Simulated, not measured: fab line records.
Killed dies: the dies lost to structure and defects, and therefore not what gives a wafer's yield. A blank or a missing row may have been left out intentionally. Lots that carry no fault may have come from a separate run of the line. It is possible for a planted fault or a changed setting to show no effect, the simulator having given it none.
fab line records	flow sky130
[record] lots = 12	wafers = 36	last_day = 49
route steps=708 shown FIELD_ISO@4 CONTACT@406 VIA1@461
lots that met no fault: from a run of the same line without faults
start_h: start of the lot's first displayed wafer, in hours after the record's first day	wait_h: how many hours have passed since the lot's step before this one	" same as the row above	L1.1+2: one row covering several wafers at once	- no value present, or no start provided	* or withheld: withheld	< > ~ a bound
route shown NAME@n: NAME is a module with steps in the file, n the number in the route of the first one	usual: average and standard deviation across the fault-free wafers	same: alike in all rows	chamber/n: place in a boat	sites: the reading at each site	_std_site: standard deviation across them	_edge_site: the outer-site mean with the inner-site mean subtracted	radius_mm: how far each site lies from the wafer's centre	mask NAME#n: copy n	behind: the tool/chamber that last shaped the wafer	hold: reason for holding the lot/hours on hold/outcome of the hold	device: names the non-switching transistor (n, p or np)	end of line: tests run on the same wafers once the route is complete	step lacking rows: just its recipe	killed: dies lost to structure and defects at the first sort, not the wafer's yield	map: a wafer's dies, x killed, . not, _ none there
set.NAME: the setting that was run; set.NAME@STEP: the one run at that earlier step	model.NAME: the simulator's own value behind a step, which no gauge read
the route's steps for a sample of lots (tables are steps, rows are wafers)
services: the hour from which a tool's chamber was out of use, counted from the record's first day as start_h (under 0 if before that day), plus the number of hours and why
[[steps]]
[step SKY_FIELD_ISO_CVD_03]
[recipe] material = Si3N4	precursor = DCS/NH3	target_thk_nm = 165	temp_c = 770	time_s = 2830	pressure_mtorr = 250
[usual] pressure_mtorr = 250.1/0.57	spike_tc_lower_C = 770.2/1.2
lot.wafer	tool	chamber	start_h	wait_h	pressure_mtorr	spike_tc_lower_C
L900.1	lpcvd-02	1	12.76	0.1	250.6	769.4
L900.4	"	1	"	"	251.4	768.9
L900.5	"	1	"	"	250.6	768.9
L901.1	lpcvd-02	1	16.69	0.1	250.2	769.9
L901.4	"	1	"	"	249.6	769.3
L901.5	"	1	"	"	250.4	768.9
L902.2	lpcvd-02	1	22.92	0.7	250.3	768.9
L902.5	"	1	"	"	250.7	768.5
L902.6	"	1	"	"	249.5	768.2
L903.1	lpcvd-02	0	27.48	0.1	249.8	770.6
L903.2	"	0	"	"	249.9	770.6
L903.3	"	0	"	"	250.1	770.7
L905.1	lpcvd-02	0	37.00	0.1	250.1	773.7
L905.3	"	0	"	"	250.4	771.3
L905.6	"	0	"	"	249.6	770.3
L907.1	lpcvd-02	1	49.68	1.5	249.6	770.8
L907.2	"	1	"	"	249.6	769.1
L907.5	"	1	"	"	250.0	769.6
L908.3	lpcvd-02	0	52.78	0.6	250.6	770.1
L908.4	"	0	"	"	248.8	771.7
L908.5	"	0	"	"	250.1	770.8
L910.1	lpcvd-02	1	62.97	1.3	249.7	770.3
L910.2	"	1	"	"	250.5	769.7
L910.4	"	1	"	"	250.6	770.4
L911.3	lpcvd-02	0	67.30	0.0	249.4	770.3
L911.4	"	0	"	"	250.1	770.9
L911.6	"	0	"	"	249.3	771.5
L912.1	lpcvd-02	0	71.97	0.1	250.1	772.0
L912.4	"	0	"	"	250.1	770.6
L912.6	"	0	"	"	250.8	770.9
L913.1	lpcvd-02	0	78.49	0.1	250.5	772.3
L913.4	"	0	"	"	250.0	770.8
L913.5	"	0	"	"	250.4	771.5
L921.1	lpcvd-02	1	117.87	1.2	299.3	771.7
L921.4	"	1	"	"	300.0	770.4
L921.5	"	1	"	"	299.8	769.8
[step SKY_FIELD_ISO_THK_MEAS_04]
[recipe] reads = Si3N4_of_FIELD_ISO_CVD_03
[usual] FIELD_ISO_CVD_03_THK = 164.6/1.4
lot.wafer	tool	chamber	start_h	wait_h	FIELD_ISO_CVD_03_THK[nm]
L900.1	film_metro-03	-	14.55	0.0	165.7
L900.4	"	-	"	"	166.2
L900.5	"	-	"	"	165.8
L901.1	film_metro-04	-	18.48	0.0	165.5
L901.4	"	-	"	"	164.6
L901.5	"	-	"	"	164.7
L902.2	film_metro-03	-	24.72	0.0	164.1
L902.5	"	-	"	"	164.4
L902.6	"	-	"	"	162.5
L903.1	film_metro-02	-	29.26	0.0	164.4
L903.2	"	-	"	"	165.8
L903.3	"	-	"	"	165.2
L905.1	film_metro-04	-	38.78	0.0	164.2
L905.3	"	-	"	"	165.0
L905.6	"	-	"	"	165.3
L907.1	film_metro-02	-	51.47	0.0	166.3
L907.2	"	-	"	"	164.5
L907.5	"	-	"	"	164.8
L908.3	film_metro-04	-	54.59	0.0	164.1
L908.4	"	-	"	"	165.0
L908.5	"	-	"	"	163.5
L910.1	film_metro-04	-	64.75	0.0	163.6
L910.2	"	-	"	"	163.5
L910.4	"	-	"	"	162.9
L911.3	film_metro-03	-	69.11	0.0	166.7
L911.4	"	-	"	"	167.1
L911.6	"	-	"	"	167.0
L912.1	film_metro-03	-	73.75	0.0	164.0
L912.4	"	-	"	"	164.6
L912.6	"	-	"	"	164.6
L913.1	film_metro-04	-	80.28	0.0	165.9
L913.4	"	-	"	"	164.8
L913.5	"	-	"	"	166.1
L921.1	film_metro-02	-	119.66	0.0	170.1
L921.4	"	-	"	"	171.1
L921.5	"	-	"	"	172.6
[step SKY_FIELD_ISO_ETCH_15]
[recipe] chemistry = CHF3/O2	target_depth_nm = 180	stop_on = Si	source_w = 609.1	bias_w = 200	pressure_mtorr = 40	chf3_flow_sccm = 50	O2_flow_sccm = 5	time_s = 72
[usual] drypump_motor_current_A = 5.5/0.44	oes_product_au = 0.944/0.0072	throttle_valve_pct = 8.843/0.011
lot.wafer	tool	chamber	start_h	wait_h	drypump_motor_current_A	oes_product_au	rf_hours_counter_h	throttle_valve_pct
L900.1	rie_diel-02	0	29.41	0.0	5.5	0.949	70	8.859
L900.4	"	2	"	"	6.2	0.950	18	8.839
L900.5	"	2	"	"	6.2	0.947	-	8.857
L901.1	rie_diel-04	3	33.68	0.0	6.2	0.942	129	8.832
L901.4	"	1	"	"	4.8	0.940	141	8.848
L901.5	"	1	"	"	4.8	0.943	-	8.824
L902.2	rie_diel-04	3	39.93	0.0	6.2	0.945	130	8.839
L902.5	"	1	"	"	4.8	0.942	-	8.853
L902.6	"	2	"	"	5.4	0.939	-	8.843
L903.1	rie_diel-02	2	44.28	0.0	6.1	0.932	19	8.852
L903.2	"	1	"	"	6.0	0.944	139	8.827
L903.3	"	0	"	"	5.4	0.946	71	8.837
L905.1	rie_diel-02	0	54.01	0.0	5.5	0.946	71	8.832
L905.3	"	1	"	"	6.0	0.942	139	8.845
L905.6	"	1	"	"	6.0	0.941	-	8.861
L907.1	rie_diel-02	0	67.88	0.0	5.5	0.955	71	8.833
L907.2	"	3	"	"	5.6	0.943	105	8.844
L907.5	"	1	"	"	6.0	0.952	-	8.854
L908.3	rie_diel-01	3	70.86	0.0	5.0	0.954	57	8.847
L908.4	"	2	"	"	5.1	0.946	2	8.836
L908.5	"	3	"	"	5.0	0.943	-	8.858
L910.1	rie_diel-04	0	80.93	0.0	5.1	0.944	0	8.848
L910.2	"	1	"	"	4.8	0.932	143	8.817
L910.4	"	3	"	"	6.2	0.934	131	8.849
L911.3	rie_diel-01	3	85.81	0.0	5.0	0.951	57	8.823
L911.4	"	2	"	"	5.1	0.949	2	8.863
L911.6	"	1	"	"	5.9	0.957	-	8.840
L912.1	rie_diel-01	0	90.26	0.0	5.5	0.945	72	8.848
L912.4	"	2	"	"	5.1	0.947	2	8.852
L912.6	"	3	"	"	5.0	0.940	-	8.841
L913.1	rie_diel-01	0	97.38	0.0	5.5	0.945	72	8.844
L913.4	"	1	"	"	5.9	0.950	57	8.838
L913.5	"	1	"	"	5.9	0.946	-	8.842
L921.1	rie_diel-04	2	138.81	0.0	5.4	0.968	88	8.837
L921.4	"	3	"	"	6.2	0.971	132	8.854
L921.5	"	3	"	"	6.2	0.961	-	8.847
[step SKY_CONTACT_CVD_00]
[recipe] material = Si3N4	target_thk_nm = 75	temp_c = 400	time_s = withheld	rf_w = 450
[usual] heater_power_w = 703/69
lot.wafer	tool	chamber	start_h	wait_h	heater_power_w
L900.1	pecvd-01	1	700.60	0.0	680
L900.4	"	2	"	"	822
L900.5	"	0	"	"	613
L901.1	pecvd-02	2	707.78	0.0	700
L901.4	"	1	"	"	680
L901.5	"	0	"	"	568
L902.2	pecvd-01	2	724.10	0.0	768
L902.5	"	1	"	"	662
L902.6	"	2	"	"	774
L903.1	pecvd-01	2	731.33	0.0	728
L903.2	"	1	"	"	663
L903.3	"	0	"	"	663
L905.1	pecvd-01	0	744.09	0.0	639
L905.3	"	1	"	"	677
L905.6	"	1	"	"	677
L907.1	pecvd-02	2	771.52	0.0	769
L907.2	"	0	"	"	594
L907.5	"	1	"	"	663
L908.3	pecvd-01	2	774.02	0.0	698
L908.4	"	0	"	"	652
L908.5	"	1	"	"	647
L910.1	pecvd-01	1	785.41	0.0	685
L910.2	"	0	"	"	561
L910.4	"	0	"	"	584
L911.3	pecvd-04	2	793.64	0.0	865
L911.4	"	1	"	"	732
L911.6	"	0	"	"	677
L912.1	pecvd-02	2	799.82	0.0	804
L912.4	"	0	"	"	655
L912.6	"	1	"	"	751
L913.1	pecvd-04	1	806.91	0.0	734
L913.4	"	2	"	"	739
L913.5	"	0	"	"	737
L921.1	pecvd-02	1	862.27	0.0	738
L921.4	"	2	"	"	739
L921.5	"	2	"	"	761
[step SKY_CONTACT_THK_MEAS_26]
[recipe] thk_meas_gauge = xrf	reads = W_of_CONTACT_CVD_24
[usual] CONTACT_W_THK = 343/3.6
lot.wafer	tool	chamber	start_h	wait_h	CONTACT_W_THK[nm]
L900.1	film_metro-03	-	729.65	0.1	342
L900.4	"	-	"	"	345
L900.5	"	-	"	"	343
L901.1	film_metro-03	-	737.43	0.1	342
L901.4	"	-	"	"	342
L901.5	"	-	"	"	339
L902.2	film_metro-02	-	753.53	0.1	347
L902.5	"	-	"	"	345
L902.6	"	-	"	"	341
L903.1	film_metro-02	-	760.43	0.1	343
L903.2	"	-	"	"	345
L903.3	"	-	"	"	347
L905.1	film_metro-03	-	772.07	0.1	345
L905.3	"	-	"	"	346
L905.6	"	-	"	"	339
L907.1	film_metro-02	-	798.63	0.1	342
L907.2	"	-	"	"	341
L907.5	"	-	"	"	346
L908.3	film_metro-04	-	800.99	0.1	351
L908.4	"	-	"	"	347
L908.5	"	-	"	"	346
L910.1	film_metro-04	-	812.57	0.1	348
L910.2	"	-	"	"	344
L910.4	"	-	"	"	347
L911.3	film_metro-03	-	821.93	0.1	338
L911.4	"	-	"	"	342
L911.6	"	-	"	"	339
L912.1	film_metro-03	-	828.12	0.1	344
L912.4	"	-	"	"	343
L912.6	"	-	"	"	347
L913.1	film_metro-03	-	834.52	0.1	342
L913.4	"	-	"	"	347
L913.5	"	-	"	"	344
L921.1	film_metro-02	-	889.95	0.1	343
L921.4	"	-	"	"	344
L921.5	"	-	"	"	348
[step SKY_VIA1_BOW_MEAS_03]
[recipe] mode = bow
[usual] VIA1_BOW = 81/7.4
lot.wafer	tool	chamber	start_h	wait_h	VIA1_BOW[um]
L900.1	film_metro-02	-	758.85	0.1	84
L900.4	"	-	"	"	86
L900.5	"	-	"	"	92
L901.1	film_metro-02	-	766.05	0.2	74
L901.4	"	-	"	"	83
L901.5	"	-	"	"	85
L902.2	film_metro-02	-	782.44	0.1	88
L902.5	"	-	"	"	88
L902.6	"	-	"	"	84
L903.1	film_metro-04	-	788.67	0.2	77
L903.2	"	-	"	"	78
L903.3	"	-	"	"	78
L905.1	film_metro-02	-	799.45	0.1	85
L905.3	"	-	"	"	76
L905.6	"	-	"	"	71
L907.1	film_metro-04	-	827.05	0.2	89
L907.2	"	-	"	"	82
L907.5	"	-	"	"	66
L908.3	film_metro-04	-	828.74	0.2	79
L908.4	"	-	"	"	84
L908.5	"	-	"	"	84
L910.1	film_metro-02	-	841.10	0.1	77
L910.2	"	-	"	"	88
L910.4	"	-	"	"	97
L911.3	film_metro-02	-	849.84	0.1	80
L911.4	"	-	"	"	85
L911.6	"	-	"	"	81
L912.1	film_metro-04	-	855.61	0.2	84
L912.4	"	-	"	"	85
L912.6	"	-	"	"	83
L913.1	film_metro-02	-	861.76	0.2	81
L913.4	"	-	"	"	89
L913.5	"	-	"	"	82
L921.1	film_metro-04	-	917.30	0.1	90
L921.4	"	-	"	"	86
L921.5	"	-	"	"	91
[[services]]
tool	chamber	start_h	hours	kind
pecvd-02	-	-10.50	0.9	repair
rie_diel-01	1	-2.35	2.9	repair
pecvd-02	-	7.40	0.9	repair
rie_diel-02	1	7.68	4.0	repair
pecvd-01	0	19.23	4.8	repair
rie_diel-02	-	21.26	0.7	repair
rie_diel-02	2	66.44	6.4	repair
pecvd-01	1	86.37	14.0	repair
lpcvd-02	-	90.58	2.8	pm
pecvd-01	-	116.66	2.8	pm
pecvd-01	2	167.25	12.9	repair
lpcvd-02	-	266.63	1.9	repair
lpcvd-02	-	342.59	0.6	repair
pecvd-01	0	391.95	4.4	repair
pecvd-01	-	468.31	1.0	repair
lpcvd-02	-	480.94	0.6	repair
lpcvd-02	-	619.05	0.6	repair
pecvd-01	-	645.03	0.8	pm
pecvd-01	-	647.44	4.3	pm
lpcvd-02	-	699.80	6.1	pm
pecvd-01	-	753.15	6.0	pm
pecvd-01	2	783.98	5.5	repair
pecvd-01	0	806.92	9.0	repair
pecvd-01	0	816.44	9.0	repair
[[key]]
[first_sign] step = SKY_FIELD_ISO_CVD_03	reading = pressure_mtorr	direction = up	sigmas = 86	usual = 250.1	struck = 299.7
[effect] step = SKY_FIELD_ISO_THK_MEAS_04	reading = FIELD_ISO_CVD_03_THK	direction = up	sigmas = 4.8	usual = 164.6	struck = 171.3
[effect] step = SKY_FIELD_ISO_ETCH_15	reading = oes_product_au	direction = up	sigmas = 3.1	usual = 0.944	struck = 0.967
met_at SKY_FIELD_ISO_CVD_03
struck_lots L921
struck_wafers L921.1,L921.4,L921.5
tester_left_out L921
not_acting_at SKY_CONTACT_CVD_00,SKY_CONTACT_THK_MEAS_26,SKY_VIA1_BOW_MEAS_03
onset_between 62.97 117.87
[fault] kind = process_parameter_drift	tool = lpcvd-02	chamber = 1	onset_h = 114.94	steps = SKY_FIELD_ISO_CVD_03	channel = pressure_mtorr	offset = 50	shape = step	end_h = 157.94	acts_in = these_recipes_only	stated = 250
// tester_left_out: of these lots the tester's yield and bins aren't shown, on N5 and GAA mostly nor the transistor test; their killed dies are dies lost to structure and defects alone, not to doping, threshold or leakage, so they don't give the yield
